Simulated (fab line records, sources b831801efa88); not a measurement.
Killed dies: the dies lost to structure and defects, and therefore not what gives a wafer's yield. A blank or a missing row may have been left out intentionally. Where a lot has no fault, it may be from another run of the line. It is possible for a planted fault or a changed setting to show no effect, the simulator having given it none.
Problem report, 8D (eight disciplines) form, completed by code ; flow gf180mcu ; the parts of the form that need people (team, actions taken, sign-off) are left out

1. WHAT WENT WRONG
Across 6 wafers from 2 lots, NWELL_RS at GF_VT_IMPLANT_RS_MEAS_47 averages 475.2 ohm/sq, while fault-free wafers read 487.8 ohm/sq with a standard deviation of 1.4. That puts it -9.0 standard deviations away from the usual mean.
The step: measures by four-point-probe.
The first sign was on wafer L304.1 at day 12 01:50, on film metro-03. Wafers with a number at this step in the record: 39, from 13 lots. The rule behind "out" and "out of limits": a value lying over 4 standard deviations away from the usual mean. Any other wafer with a number is counted as sound.

2. WHAT IT IS; WHAT IT IS NOT
question;is;is not
which readings at this step;NWELL_RS;-
which lots;L304, L308;L288, L289, L290, L292, L293, L296, L297, L300, L301, L306, L311
which wafers of those lots;all that have a number;-
read on which gauges;film metro-03;film metro-01, film metro-04
when;from day 12 01:50;"up to then (27 sound wafers); but 6 sound wafers of L306, L311 came after"

3. SUSPECTS, AND WHAT RULES EACH OUT
Counting: a tool stays on the suspect list if, at a process step up to the reading, it processed all lots that are out and no sound lot following the first of them.
- the gauge at GF_VT_IMPLANT_RS_MEAS_47 is ruled out. All the wafers that are out were read on film metro-03, but those of them that GF_NWELL_IMPLANT_09 has rows for are out there too, on other tools.
- implanter-01 at GF_NWELL_IMPLANT_09: kept. It processed each lot that is out, first L304 at day 7 00:21, and no sound lot thereafter; up to then, the last sound lot it processed was L301 at day 6 07:33. Out on those wafers are its own readings of dose ions cm2, faraday current uA.
Left after counting: implanter-01 at GF_NWELL_IMPLANT_09.

4. THE CAUSE (what the simulator had put in)
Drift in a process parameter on implanter-01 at GF_NWELL_IMPLANT_09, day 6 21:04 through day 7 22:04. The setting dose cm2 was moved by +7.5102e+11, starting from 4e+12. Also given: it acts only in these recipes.
Only this tool survived the counting.

5. THE CHAIN OF EFFECTS, in route order
Each row: a reading whose mean over the struck wafers that have a number lies more than 3 standard deviations from the usual. Readings are gone through only where the record gives a usual standard deviation; hours: the median, over the lots, of the time from a lot's start at the first step in this table giving one to that lot's start at this step; sigmas: the change measured in usual standard deviations.
hours;step;reading;usual;on struck wafers;change;sigmas
0;GF_NWELL_IMPLANT_09;dose ions cm2;4e+12;5e+12;+8e+11;+99 or more
0;GF_NWELL_IMPLANT_09;faraday current uA;22.6;26.6;+4.0;+9.3
123;GF_VT_IMPLANT_RS_MEAS_47;NWELL_RS;487.8 ohm/sq;475.2;-12.6;-9.0
Here are the process steps it includes:
- GF_NWELL_IMPLANT_09

6. HOW IT WOULD HAVE BEEN CAUGHT EARLIER
In this record the first reading out of limits at a measuring or inspecting step was taken at day 12 01:50, 125 hours after the fault began at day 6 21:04.
Tool's own readings at GF_NWELL_IMPLANT_09, dose ions cm2, faraday current uA: out on all struck wafers the step has rows for; an alarm limit on them would have tripped on the first.
All the lots that are out (2) had begun GF_NWELL_IMPLANT_09 on implanter-01 by day 12 01:50. None of them would have been spared by holding the tool at that moment.
